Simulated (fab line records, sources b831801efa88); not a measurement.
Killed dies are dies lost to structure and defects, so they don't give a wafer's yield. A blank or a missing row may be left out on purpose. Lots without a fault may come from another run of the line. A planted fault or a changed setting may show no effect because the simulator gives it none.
Which tool did it? | flow sky130 | 11 lots, 33 wafers sampled, at 5 steps of a route of 708

WHAT THE GAUGES READ, wafer by wafer
SKY_SONOS_ONO_THK_MEAS_05. Usual: SONOS_ONO_CVD_04_THK 5.75 nm, standard deviation 0.12.
lot  | measured     | on            | SONOS_ONO_CVD_04_THK (nm) | flag
L550 | day 11 23:50 | film_metro-01 | 5.60 5.59 5.48            |
L553 | day 13 19:53 | film_metro-04 | 5.68 5.66 5.74            |
L558 | day 14 15:24 | film_metro-03 | 5.87 5.97 5.88            |
L562 | day 16 02:08 | film_metro-01 | 5.63 5.66 5.57            |
L563 | day 16 03:23 | film_metro-04 | 5.71 5.77 5.86            |
L564 | day 16 16:50 | film_metro-04 | 5.81 5.71 5.76            |
L568 | day 17 20:39 | film_metro-04 | 5.79 5.90 5.84            |
L569 | day 18 05:10 | film_metro-03 | 5.71 5.75 5.78            |
L570 | day 18 10:07 | film_metro-01 | 5.68 5.73 5.76            |
L571 | day 18 19:56 | film_metro-04 | 5.78 5.84 5.77            |
L572 | day 19 09:18 | film_metro-04 | 5.88 5.91 5.73            |

SKY_RES_PROTECT_TW_MEAS_08. Usual: POLY_GATE_TW 4018, standard deviation 26.
lot  | measured     | on            | POLY_GATE_TW                  | flag
L550 | day 15 08:43 | film_metro-04 | 3986 3960 3987                |
L553 | day 17 14:46 | film_metro-02 | 4035 4001 3998                |
L558 | day 18 10:22 | film_metro-04 | 3969 3974 3983                |
L562 | day 20 01:54 | film_metro-02 | 3496 3491 3506 3496 3499 3478 | OFF
L563 | day 20 04:28 | film_metro-04 | 3484 3502 3485 3489 3506 3480 | OFF
L564 | day 20 17:33 | film_metro-02 | 4033 3989 4029                |
L568 | day 21 23:43 | film_metro-02 | 4026 4027 4008                |
L569 | day 22 07:55 | film_metro-04 | 3972 3969 3977                |
L570 | day 22 13:50 | film_metro-02 | 4018 4025 4024                |
L571 | day 22 21:15 | film_metro-01 | 4033 4062 4051                |
L572 | day 23 09:33 | film_metro-04 | 3990 4008 4006                |

SKY_VIA1_THK_MEAS_23: measures by xrf. Usual: VIA1_W_THK 267 nm, standard deviation 3.4.
lot  | measured     | on            | VIA1_W_THK (nm) | flag
L550 | day 34 04:40 | film_metro-03 | 268 265 262     |
L553 | day 36 06:19 | film_metro-02 | 267 264 264     |
L558 | day 37 00:19 | film_metro-02 | 264 265 264     |
L562 | day 38 10:07 | film_metro-01 | 269 274 271     |
L563 | day 38 14:35 | film_metro-01 | 272 273 272     |
L564 | day 38 19:13 | film_metro-02 | 268 268 266     |
L568 | day 40 09:11 | film_metro-01 | 272 269 273     |
L569 | day 40 08:17 | film_metro-03 | 264 265 262     |
L570 | day 40 12:02 | film_metro-02 | 265 266 264     |
L571 | day 40 17:13 | film_metro-02 | 266 261 265     |
L572 | day 41 00:07 | film_metro-01 | 269 267 268     |

WHICH TOOL RAN EACH LOT (tool, then ch and the chambers of the sampled wafers, then the start)
lot  | SKY_POLY_GATE_IMPLANT_02        | SKY_RES_PROTECT_STRIP_07
L550 | implanter-02 ch 0, day 15 08:29 | plasma_asher-01 ch 0,1, day 15 08:36
L553 | implanter-04 ch 0, day 17 14:32 | plasma_asher-01 ch 0, day 17 14:40
L558 | implanter-04 ch 0, day 18 10:08 | plasma_asher-03 ch 0,1, day 18 10:15
L562 | implanter-04 ch 0, day 20 01:39 | plasma_asher-03 ch 0,1, day 20 01:48
L563 | implanter-04 ch 0, day 20 04:14 | plasma_asher-01 ch 0,1, day 20 04:22
L564 | implanter-01 ch 0, day 20 17:18 | plasma_asher-01 ch 0,1, day 20 17:27
L568 | implanter-02 ch 0, day 21 23:28 | plasma_asher-03 ch 0,1, day 21 23:37
L569 | implanter-01 ch 0, day 22 07:40 | plasma_asher-04 ch 0,1, day 22 07:49
L570 | implanter-02 ch 0, day 22 13:37 | plasma_asher-03 ch 0,1, day 22 13:46
L571 | implanter-01 ch 0, day 22 21:00 | plasma_asher-03 ch 0,1, day 22 21:09
L572 | implanter-04 ch 0, day 23 09:18 | plasma_asher-04 ch 0,1, day 23 09:27
- SKY_POLY_GATE_IMPLANT_02
- SKY_RES_PROTECT_STRIP_07: strips in O2/N2.

WHAT THE TOOLS THEMSELVES READ (means of the sampled wafers that have a number; where no wafer has one, the mark that the record gives instead)
SKY_POLY_GATE_IMPLANT_02. Usual: beam_on_s 36.5 s, standard deviation 2.8; dose_ions_cm2 7.699e+15, standard deviation 7.8e+12; end_station_pressure_torr 1.06e-05 Torr, standard deviation 9e-07; faraday_current_uA 11692, standard deviation 880.
lot  | tool         | beam_on_s (s) | dose_ions_cm2 | end_station_pressure_torr (Torr) | faraday_current_uA | flag
L550 | implanter-02 | 39.5          | 7.695e+15     | 1.00e-05                         | 10778              |
L553 | implanter-04 | 34.0          | 7.697e+15     | 1.15e-05                         | 12418              |
L558 | implanter-04 | 33.5          | 7.694e+15     | 1.07e-05                         | 12651              |
L562 | implanter-04 | 10.0          | 2.080e+15     | 1.51e-05                         | 11417              | OFF
L563 | implanter-04 | 10.2          | 2.086e+15     | 1.43e-05                         | 11238              | OFF
L564 | implanter-01 | 37.9          | 7.699e+15     | 9.87e-06                         | 11208              |
L568 | implanter-02 | 40.4          | 7.696e+15     | 9.73e-06                         | 10523              |
L569 | implanter-01 | 36.5          | 7.703e+15     | 1.01e-05                         | 11615              |
L570 | implanter-02 | 39.1          | 7.702e+15     | 9.83e-06                         | 10885              |
L571 | implanter-01 | 37.3          | 7.706e+15     | 1.04e-05                         | 11412              |
L572 | implanter-04 | 32.7          | 7.700e+15     | 1.14e-05                         | 12940              |

SKY_RES_PROTECT_STRIP_07. Usual: chamber_pressure_mTorr 1500.2 mTorr, standard deviation 1.3; drypump_motor_current_A 5.7 A, standard deviation 0.61; oes_product_au 0.518 a.u., standard deviation 0.0042; strip_time_to_endpoint_s 23.30 s, standard deviation 0.041.
lot  | tool            | chamber_pressure_mTorr (mTorr) | drypump_motor_current_A (A) | oes_product_au (a.u.) | strip_time_to_endpoint_s (s) | flag
L550 | plasma_asher-01 | 1499.2                         | 6.3                         | 0.519                 | 23.34                        |
L553 | plasma_asher-01 | 1500.7                         | 6.5                         | 0.518                 | 23.32                        |
L558 | plasma_asher-03 | 1499.6                         | 5.6                         | 0.515                 | 23.29                        |
L562 | plasma_asher-03 | 1499.6                         | 5.2                         | 0.595                 | 18.33                        | OFF
L563 | plasma_asher-01 | 1499.3                         | 6.3                         | 0.598                 | 18.36                        | OFF
L564 | plasma_asher-01 | 1501.0                         | 6.3                         | 0.519                 | 23.31                        |
L568 | plasma_asher-03 | 1500.5                         | 5.2                         | 0.517                 | 23.30                        |
L569 | plasma_asher-04 | 1501.1                         | 5.3                         | 0.519                 | 23.23                        |
L570 | plasma_asher-03 | 1501.7                         | 5.6                         | 0.516                 | 23.24                        |
L571 | plasma_asher-03 | 1499.5                         | 5.6                         | 0.515                 | 23.27                        |
L572 | plasma_asher-04 | 1501.1                         | 5.6                         | 0.515                 | 23.30                        |

THE ANSWER, worked out from the rows above alone
Rule: a lot is off if the mean of its wafers that have a number lies more than 3 standard deviations from the usual mean. A lot without any number at a reading at which 4 lots or more have one is off too. The other lots that the step has rows for count as sound. The gauges are gone through in route order, then the tools' own readings, and for those a lot's mean is taken as printed above. The first step at which some lot is off is used, and at that step the reading that is off furthest; a lot without a number counts as furthest.
Off: L562, L563, at SKY_RES_PROTECT_TW_MEAS_08 (POLY_GATE_TW).
A tool fits if, at a process step before that reading, it ran every lot that is off, and no sound lot after the first of them. The gauges at SKY_RES_PROTECT_TW_MEAS_08 aren't tried: what is off there is off at SKY_POLY_GATE_IMPLANT_02 too, on other tools, and a gauge's error can't cause that. None of those tried fits.

WHAT THE SIMULATOR HAD PUT IN
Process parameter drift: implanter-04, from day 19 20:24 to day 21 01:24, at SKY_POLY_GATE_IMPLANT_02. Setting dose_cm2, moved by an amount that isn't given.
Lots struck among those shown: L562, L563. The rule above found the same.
